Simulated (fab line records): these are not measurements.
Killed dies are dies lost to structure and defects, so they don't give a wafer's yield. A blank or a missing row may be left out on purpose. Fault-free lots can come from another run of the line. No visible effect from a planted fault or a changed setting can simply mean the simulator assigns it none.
fab line records | flow sky130
record: lots: 10 | wafers: 30 | last-day: 50
route steps=708 shown POLY_CUT@316 SD_N@351 LI_CONTACT@381
lots that met no fault: taken from a fault-free run of the same line
start-h: hours from the record's first day to the start of the lot's first wafer shown | wait-h: hours elapsed since this lot's preceding step | " identical to the entry in the row above | L1.1+2: several wafers, shown together as one row | - either no value or no given start | * or withheld: withheld | < > ~ a bound
route shown NAME@n: names a module that has steps shown in the file, with the first one's number in the route | usual: average and standard deviation across the fault-free wafers | same: alike in all rows | chamber/n: place in a boat | sites: each site's reading | _std_site: the values' standard deviation | _edge_site: the outer-site mean with the inner-site mean subtracted | radius-mm: how far each site lies from the wafer's centre | mask NAME#n: copy n | behind: tool/chamber where the wafer was last shaped | hold: why the lot was held/for how many hours/how that ended | device: names the non-switching transistor (n, p or np) | end of line: tests run on the same wafers once the route is complete | for a step that has no rows: nothing shown but its recipe | killed: dies that structure and defects cost at the first sort, which is not the same as the wafer's yield | map: a wafer's dies, marking killed ones x, the rest . and places with no die _
set.NAME: the setting the step ran with; set.NAME@STEP: the setting that earlier step ran with | model.NAME: the simulator's own value behind a step, which no gauge read
a sample of lots followed through the steps of the route, with each step as a table and each wafer as a row
services: from which hour (start-h, from the record's first day; less than 0 if before it) a tool's chamber was out of use, for how many hours, and why
== steps ==
step: SKY_POLY_CUT_OVL_MEAS_09
usual: POLY_CUT_OVL: 1/5
lot.wafer | tool       | chamber | start-h | wait-h | POLY_CUT_OVL[nm]
L456.4    | overlay-02 | -       | 568.31  | 0.1    | 2
L456.5    | "          | -       | "       | "      | -2
L456.6    | "          | -       | "       | "      | -2
L458.1    | overlay-02 | -       | 587.68  | 0.1    | -4
L458.3    | "          | -       | "       | "      | 4
L458.5    | "          | -       | "       | "      | 1
L462.1    | overlay-02 | -       | 623.24  | 0.1    | -3
L462.4    | "          | -       | "       | "      | 6
L462.5    | "          | -       | "       | "      | -1
L461.2    | overlay-02 | -       | 624.71  | 0.1    | -7
L461.3    | "          | -       | "       | "      | -1
L461.6    | "          | -       | "       | "      | 0
L460.3    | overlay-01 | -       | 626.04  | 0.1    | -6
L460.5    | "          | -       | "       | "      | 4
L460.6    | "          | -       | "       | "      | 0
L465.1    | overlay-01 | -       | 652.14  | 0.1    | -2
L465.4    | "          | -       | "       | "      | 5
L465.6    | "          | -       | "       | "      | 6
L473.1    | overlay-02 | -       | 710.82  | 0.1    | -2
L473.2    | "          | -       | "       | "      | 4
L473.4    | "          | -       | "       | "      | -5
L474.1    | overlay-01 | -       | 717.67  | 0.1    | -5
L474.3    | "          | -       | "       | "      | -8
L474.5    | "          | -       | "       | "      | -4
L475.1    | overlay-02 | -       | 721.47  | 0.1    | 5
L475.2    | "          | -       | "       | "      | 0
L475.6    | "          | -       | "       | "      | -5
L476.1    | overlay-01 | -       | 736.39  | 0.1    | 2
L476.2    | "          | -       | "       | "      | -9
L476.5    | "          | -       | "       | "      | -3
step: SKY_SD_N_IMPLANT_09
recipe: species: As | energy-kev: 50 | dose-cm2: 4e+15 | tilt-deg: 0
usual: beam-energy-keV: 49.997/0.015 | dose-ions-cm2: 4e+15/3.8e+12
same: implant-ion-amu: 75
lot.wafer | tool         | chamber | start-h | wait-h | beam-energy-keV | dose-ions-cm2
L456.4    | implanter-03 | 0       | 657.19  | 0.1    | 50.009          | 4.003e+15
L456.5    | "            | 0       | "       | "      | 50.002          | 3.998e+15
L456.6    | "            | 0       | "       | "      | 50.008          | 3.997e+15
L458.1    | implanter-01 | 0       | 675.74  | 0.0    | 49.981          | 4.003e+15
L458.3    | "            | 0       | "       | "      | 50.014          | 4e+15
L458.5    | "            | 0       | "       | "      | 50.011          | 3.998e+15
L462.1    | implanter-01 | 0       | 709.91  | 0.0    | 31.539          | 3.998e+15
L462.4    | "            | 0       | "       | "      | 31.555          | 3.998e+15
L462.5    | "            | 0       | "       | "      | 31.576          | 4.005e+15
L461.2    | implanter-03 | 0       | 711.49  | 0.0    | 49.996          | 4.002e+15
L461.3    | "            | 0       | "       | "      | 49.986          | 3.995e+15
L461.6    | "            | 0       | "       | "      | 49.973          | 3.998e+15
L460.3    | implanter-01 | 0       | 711.89  | 0.1    | 31.562          | 3.997e+15
L460.5    | "            | 0       | "       | "      | 31.580          | 3.999e+15
L460.6    | "            | 0       | "       | "      | 31.549          | 4e+15
L465.1    | implanter-02 | 0       | 735.56  | 0.0    | 49.993          | 3.996e+15
L465.4    | "            | 0       | "       | "      | 50.010          | 3.996e+15
L465.6    | "            | 0       | "       | "      | 50.002          | 3.996e+15
L473.1    | implanter-02 | 0       | 792.99  | 0.0    | 50.013          | 4e+15
L473.2    | "            | 0       | "       | "      | 50.001          | 4.004e+15
L473.4    | "            | 0       | "       | "      | 50.001          | 4.002e+15
L474.1    | implanter-02 | 0       | 797.79  | 0.0    | 50.029          | 4.007e+15
L474.3    | "            | 0       | "       | "      | 49.987          | 4.004e+15
L474.5    | "            | 0       | "       | "      | 50.005          | 3.996e+15
L475.1    | implanter-01 | 0       | 802.86  | 0.0    | 50.010          | 4.007e+15
L475.2    | "            | 0       | "       | "      | 50.003          | 3.996e+15
L475.6    | "            | 0       | "       | "      | 49.989          | 4.003e+15
L476.1    | implanter-03 | 0       | 818.41  | 0.0    | 49.988          | 4e+15
L476.2    | "            | 0       | "       | "      | 49.997          | 4.005e+15
L476.5    | "            | 0       | "       | "      | 50.015          | 4e+15
step: SKY_SD_N_STRIP_11
recipe: chemistry: O2/N2 | power-w: 1400 | pressure-mtorr: 1500 | platen-temp-c: withheld | o2-flow-sccm: 3000 | n2-flow-sccm: 300 | overash-fraction: 0.5
usual: drypump-motor-current-A: 6.0/0.33 | n2-flow-sccm: 300.0/0.92 | oes-product-au: 0.527/0.0043 | strip-time-to-endpoint-s: 22.54/0.039
lot.wafer | tool            | chamber | start-h | wait-h | drypump-motor-current-A | n2-flow-sccm | oes-product-au | rf-hours-counter-h | strip-time-to-endpoint-s
L456.4    | plasma-asher-03 | 1       | 657.44  | 0.1    | 5.6                     | 300.6        | 0.525          | -                  | 22.62
L456.5    | "               | 0       | "       | "      | 6.3                     | 300.9        | 0.520          | -                  | 22.62
L456.6    | "               | 1       | "       | "      | 5.6                     | 300.2        | 0.527          | -                  | 22.61
L458.1    | plasma-asher-02 | 0       | 676.04  | 0.1    | 6.1                     | 300.0        | 0.535          | 55                 | 22.53
L458.3    | "               | 0       | "       | "      | 6.1                     | 299.4        | 0.525          | -                  | 22.50
L458.5    | "               | 1       | "       | "      | 6.3                     | 299.2        | 0.527          | -                  | 22.50
L462.1    | plasma-asher-03 | 1       | 710.21  | 0.1    | 5.6                     | 300.6        | 0.568          | 90                 | 19.73
L462.4    | "               | 0       | "       | "      | 6.3                     | 299.2        | 0.567          | -                  | 19.78
L462.5    | "               | 1       | "       | "      | 5.6                     | 301.0        | 0.570          | -                  | 19.74
L461.2    | plasma-asher-03 | 0       | 711.76  | 0.1    | 6.3                     | 298.5        | 0.524          | 90                 | 22.51
L461.3    | "               | 0       | "       | "      | 6.3                     | 299.8        | 0.522          | -                  | 22.49
L461.6    | "               | 0       | "       | "      | 6.3                     | 300.0        | 0.526          | -                  | 22.55
L460.3    | plasma-asher-01 | 0       | 712.17  | 0.1    | 5.5                     | 300.1        | 0.573          | -                  | 19.76
L460.5    | "               | 1       | "       | "      | 6.3                     | 298.0        | 0.567          | -                  | 19.76
L460.6    | "               | 0       | "       | "      | 5.5                     | 299.1        | 0.573          | -                  | 19.76
L465.1    | plasma-asher-01 | 0       | 735.86  | 0.1    | 5.5                     | 299.1        | 0.529          | 31                 | 22.52
L465.4    | "               | 1       | "       | "      | 6.3                     | 298.0        | 0.526          | -                  | 22.50
L465.6    | "               | 0       | "       | "      | 5.5                     | 299.2        | 0.538          | -                  | 22.53
L473.1    | plasma-asher-02 | 0       | 793.29  | 0.1    | 6.1                     | 301.1        | 0.528          | 66                 | 22.50
L473.2    | "               | 1       | "       | "      | 6.2                     | 299.7        | 0.523          | 66                 | 22.49
L473.4    | "               | 0       | "       | "      | 6.1                     | 299.2        | 0.531          | -                  | 22.46
L474.1    | plasma-asher-03 | 0       | 798.09  | 0.1    | 6.3                     | 300.2        | 0.522          | 99                 | 22.50
L474.3    | "               | 0       | "       | "      | 6.3                     | 301.3        | 0.525          | -                  | 22.53
L474.5    | "               | 0       | "       | "      | 6.3                     | 299.8        | 0.526          | -                  | 22.54
L475.1    | plasma-asher-03 | 0       | 803.16  | 0.1    | 6.3                     | 298.7        | 0.524          | 99                 | 22.51
L475.2    | "               | 1       | "       | "      | 5.6                     | 300.8        | 0.523          | 99                 | 22.54
L475.6    | "               | 1       | "       | "      | 5.6                     | 301.9        | 0.530          | -                  | 22.49
L476.1    | plasma-asher-03 | 0       | 818.71  | 0.1    | 6.3                     | 300.6        | 0.524          | 101                | 22.55
L476.2    | "               | 1       | "       | "      | 5.6                     | 301.9        | 0.527          | 101                | 22.58
L476.5    | "               | 0       | "       | "      | 6.3                     | 299.6        | 0.525          | -                  | 22.59
step: SKY_SD_N_TW_MEAS_12
usual: SD_N_TW: 4028/31
lot.wafer | tool          | chamber | start-h | wait-h | SD_N_TW
L456.4    | film-metro-02 | -       | 657.54  | 0.1    | 3987
L456.5    | "             | -       | "       | "      | 3987
L456.6    | "             | -       | "       | "      | 4000
L458.1    | film-metro-02 | -       | 676.14  | 0.1    | 3990
L458.3    | "             | -       | "       | "      | 3977
L458.5    | "             | -       | "       | "      | 3988
L462.1    | film-metro-03 | -       | 710.31  | 0.1    | 3589
L462.4    | "             | -       | "       | "      | 3601
L462.5    | "             | -       | "       | "      | 3597
L461.2    | film-metro-04 | -       | 711.87  | 0.1    | 4033
L461.3    | "             | -       | "       | "      | 4026
L461.6    | "             | -       | "       | "      | 4034
L460.3    | film-metro-04 | -       | 712.26  | 0.1    | 3580
L460.5    | "             | -       | "       | "      | 3599
L460.6    | "             | -       | "       | "      | 3581
L465.1    | film-metro-04 | -       | 735.96  | 0.1    | 4061
L465.4    | "             | -       | "       | "      | 4057
L465.6    | "             | -       | "       | "      | 4045
L473.1    | film-metro-03 | -       | 793.39  | 0.1    | 4041
L473.2    | "             | -       | "       | "      | 4043
L473.4    | "             | -       | "       | "      | 4053
L474.1    | film-metro-03 | -       | 798.19  | 0.1    | 4052
L474.3    | "             | -       | "       | "      | 4030
L474.5    | "             | -       | "       | "      | 4036
L475.1    | film-metro-03 | -       | 803.26  | 0.1    | 4005
L475.2    | "             | -       | "       | "      | 4047
L475.6    | "             | -       | "       | "      | 4007
L476.1    | film-metro-03 | -       | 818.81  | 0.1    | 4033
L476.2    | "             | -       | "       | "      | 4042
L476.5    | "             | -       | "       | "      | 4048
step: SKY_SD_N_RS_MEAS_16
recipe: thk-meas-gauge: four-point-probe
usual: SD_N_RS: 68.50/0.11
lot.wafer | tool          | chamber | start-h | wait-h | SD_N_RS[ohm/sq]
L456.4    | film-metro-04 | -       | 657.90  | 0.1    | 68.52
L456.5    | "             | -       | "       | "      | 68.47
L456.6    | "             | -       | "       | "      | 68.41
L458.1    | film-metro-03 | -       | 676.42  | 0.1    | 68.43
L458.3    | "             | -       | "       | "      | 68.82
L458.5    | "             | -       | "       | "      | 68.57
L462.1    | film-metro-02 | -       | 710.65  | 0.1    | 84.13
L462.4    | "             | -       | "       | "      | 84.26
L462.5    | "             | -       | "       | "      | 84.12
L461.2    | film-metro-03 | -       | 712.16  | 0.1    | 68.62
L461.3    | "             | -       | "       | "      | 68.47
L461.6    | "             | -       | "       | "      | 68.38
L460.3    | film-metro-04 | -       | 712.56  | 0.1    | 84.03
L460.5    | "             | -       | "       | "      | 84.05
L460.6    | "             | -       | "       | "      | 84.19
L465.1    | film-metro-02 | -       | 736.25  | 0.1    | 68.63
L465.4    | "             | -       | "       | "      | 68.62
L465.6    | "             | -       | "       | "      | 68.59
L473.1    | film-metro-04 | -       | 793.68  | 0.1    | 68.69
L473.2    | "             | -       | "       | "      | 68.56
L473.4    | "             | -       | "       | "      | 68.44
L474.1    | film-metro-04 | -       | 798.48  | 0.1    | 68.63
L474.3    | "             | -       | "       | "      | 68.44
L474.5    | "             | -       | "       | "      | 68.62
L475.1    | film-metro-04 | -       | 803.55  | 0.1    | 68.47
L475.2    | "             | -       | "       | "      | 68.59
L475.6    | "             | -       | "       | "      | 68.55
L476.1    | film-metro-02 | -       | 819.10  | 0.1    | 68.48
L476.2    | "             | -       | "       | "      | 68.53
L476.5    | "             | -       | "       | "      | 68.61
step: SKY_LI_CONTACT_SPUTTER_19
recipe: material: Ti | target-thk-nm: 20 | chamber-pressure-pa: 5 | power-w: 2500 | substrate-temp-c: 200 | time-s: 106.37
usual: throttle-valve-pct: 30.0/0.72
lot.wafer | tool           | chamber | start-h | wait-h | throttle-valve-pct
L456.4    | pvd-sputter-03 | -       | 688.40  | 0.0    | 29.0
L456.5    | "              | -       | "       | "      | 29.5
L456.6    | "              | -       | "       | "      | 29.4
L458.1    | pvd-sputter-02 | -       | 705.43  | 0.0    | 30.3
L458.3    | "              | -       | "       | "      | 29.3
L458.5    | "              | -       | "       | "      | 29.4
L462.1    | pvd-sputter-02 | -       | 738.01  | 0.0    | 29.9
L462.4    | "              | -       | "       | "      | 29.8
L462.5    | "              | -       | "       | "      | 29.5
L461.2    | pvd-sputter-02 | -       | 740.98  | 0.0    | 29.4
L461.3    | "              | -       | "       | "      | 30.0
L461.6    | "              | -       | "       | "      | 30.2
L460.3    | pvd-sputter-01 | -       | 741.35  | 0.0    | 31.2
L460.5    | "              | -       | "       | "      | 30.5
L460.6    | "              | -       | "       | "      | 31.2
L465.1    | pvd-sputter-02 | -       | 765.81  | 0.0    | 30.2
L465.4    | "              | -       | "       | "      | 29.8
L465.6    | "              | -       | "       | "      | 30.1
L473.1    | pvd-sputter-01 | -       | 821.45  | 0.0    | 30.4
L473.2    | "              | -       | "       | "      | 30.0
L473.4    | "              | -       | "       | "      | 31.2
L474.1    | pvd-sputter-01 | -       | 826.66  | 0.0    | 31.1
L474.3    | "              | -       | "       | "      | 30.5
L474.5    | "              | -       | "       | "      | 31.1
L475.1    | pvd-sputter-03 | -       | 831.53  | 0.0    | 29.5
L475.2    | "              | -       | "       | "      | 29.2
L475.6    | "              | -       | "       | "      | 29.0
L476.1    | pvd-sputter-01 | -       | 846.85  | 0.0    | 30.7
L476.2    | "              | -       | "       | "      | 31.2
L476.5    | "              | -       | "       | "      | 29.8
step: SKY_LI_CONTACT_CMP_24
recipe: stop-on: PSG | t-overpolish-s: 20 | down-force-psi: 3.5 | platen-rpm: 60 | target-thk-nm: 0 | pad-velocity-m-s: 0.94248
usual: motor-current-A: 11.2/0.79 | overpolish-run-s: 20.001/0.0095 | time-to-endpoint-s: 95/3.3
lot.wafer | tool   | chamber | start-h | wait-h | motor-current-A | overpolish-run-s | time-to-endpoint-s
L456.4    | cmp-02 | 3       | 688.89  | 0.1    | 10.5            | 20.012           | 88
L456.5    | "      | 2       | "       | "      | 12.4            | 19.997           | 92
L456.6    | "      | 3       | "       | "      | 10.9            | 19.997           | 90
L458.1    | cmp-01 | 1       | 705.98  | 0.1    | 11.3            | 19.997           | 99
L458.3    | "      | 2       | "       | "      | 10.9            | 19.982           | 99
L458.5    | "      | 0       | "       | "      | 10.1            | 20.007           | 100
L462.1    | cmp-01 | 1       | 738.63  | 0.1    | 11.0            | 20.011           | 102
L462.4    | "      | 2       | "       | "      | 11.9            | 20.003           | 100
L462.5    | "      | 0       | "       | "      | 10.0            | 20.009           | 98
L461.3    | cmp-01 | 2       | 741.70  | 0.3    | 11.1            | 20.003           | 94
L461.2    | "      | 3       | "       | "      | 12.1            | 19.988           | 96
L461.6    | "      | 2       | "       | "      | 10.9            | 20.002           | 95
L460.3    | cmp-02 | 1       | 742.17  | 0.4    | 12.3            | 19.999           | 96
L460.5    | "      | 1       | "       | "      | 12.5            | 19.992           | 98
L460.6    | "      | 2       | "       | "      | 12.0            | 20.005           | 97
L465.4    | cmp-01 | 3       | 766.31  | 0.1    | 12.0            | 19.999           | 98
L465.1    | "      | 0       | "       | "      | 10.0            | 19.997           | 91
L465.6    | "      | 3       | "       | "      | 11.3            | 19.988           | 94
L473.2    | cmp-02 | 2       | 821.94  | 0.1    | 11.7            | 20.016           | 86
L473.1    | "      | 3       | "       | "      | 11.4            | 19.994           | 87
L473.4    | "      | 0       | "       | "      | 11.6            | 19.986           | 90
L474.1    | cmp-01 | 1       | 827.11  | 0.1    | 11.3            | 20.001           | 91
L474.3    | "      | 2       | "       | "      | 11.1            | 20.009           | 90
L474.5    | "      | 2       | "       | "      | 10.5            | 19.995           | 90
L475.2    | cmp-02 | 0       | 832.03  | 0.1    | 11.3            | 19.996           | 90
L475.1    | "      | 2       | "       | "      | 11.7            | 19.991           | 91
L475.6    | "      | 3       | "       | "      | 11.1            | 20.014           | 91
L476.2    | cmp-01 | 0       | 847.29  | 0.0    | 9.9             | 19.994           | 94
L476.1    | "      | 3       | "       | "      | 11.5            | 20.010           | 98
L476.5    | "      | 1       | "       | "      | 11.5            | 19.990           | 95
== services ==
tool            | chamber | start-h | hours | kind
pvd-sputter-01  | -       | 639.61  | 3.4   | repair
implanter-01    | -       | 645.82  | 2.8   | pm
cmp-01          | -       | 659.50  | 0.4   | repair
cmp-02          | -       | 664.61  | 5.7   | pm
pvd-sputter-01  | -       | 667.01  | 13.7  | repair
cmp-02          | -       | 673.32  | 0.7   | repair
cmp-01          | -       | 688.42  | 6.8   | repair
plasma-asher-03 | -       | 695.32  | 1.9   | repair
cmp-02          | -       | 712.44  | 2.0   | repair
cmp-01          | -       | 714.56  | 2.3   | repair
cmp-02          | -       | 731.64  | 10.5  | pm
cmp-01          | -       | 736.12  | 0.6   | repair
cmp-01          | -       | 742.25  | 9.0   | pm
cmp-01          | -       | 751.22  | 4.0   | pm
cmp-02          | -       | 751.69  | 2.2   | repair
implanter-01    | -       | 755.77  | 1.8   | repair
cmp-02          | -       | 757.66  | 1.0   | repair
pvd-sputter-02  | -       | 777.51  | 3.1   | repair
pvd-sputter-01  | -       | 778.43  | 4.8   | repair
plasma-asher-03 | -       | 791.60  | 4.0   | repair
pvd-sputter-02  | -       | 807.70  | 3.8   | repair
pvd-sputter-02  | -       | 813.95  | 5.4   | repair
pvd-sputter-01  | -       | 830.32  | 6.7   | repair
cmp-01          | -       | 842.17  | 4.5   | pm
== key ==
first-sign: step: SKY_SD_N_IMPLANT_09 | reading: beam-energy-keV | direction: down | sigmas: 99+ | usual: * | struck: *
effect: step: SKY_SD_N_STRIP_11 | reading: strip-time-to-endpoint-s | direction: down | sigmas: 71 | usual: * | struck: *
effect: step: SKY_SD_N_TW_MEAS_12 | reading: SD_N_TW | direction: down | sigmas: 14 | usual: 4028 | struck: 3591
effect: step: SKY_SD_N_RS_MEAS_16 | reading: SD_N_RS | direction: up | sigmas: 99+ | usual: 68.50 | struck: 84.13
met-at SKY_SD_N_IMPLANT_09
struck-lots L460,L462
tester-left-out L460,L462
not-acting-at SKY_POLY_CUT_OVL_MEAS_09,SKY_LI_CONTACT_SPUTTER_19,SKY_LI_CONTACT_CMP_24
onset-between 675.74 709.91
fault: kind: process-parameter-drift | tool: implanter-01 | chamber: - | onset-h: 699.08 | steps: SKY_SD_N_IMPLANT_09 | channel: energy-kev | offset: * | shape: step | end-h: 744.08 | acts-in: * | stated: *
tester-left-out: of these lots the tester's yield and bins aren't shown, on N5 and GAA mostly nor the transistor test; their killed dies are dies lost to structure and defects alone, not to doping, threshold or leakage, so they don't give the yield
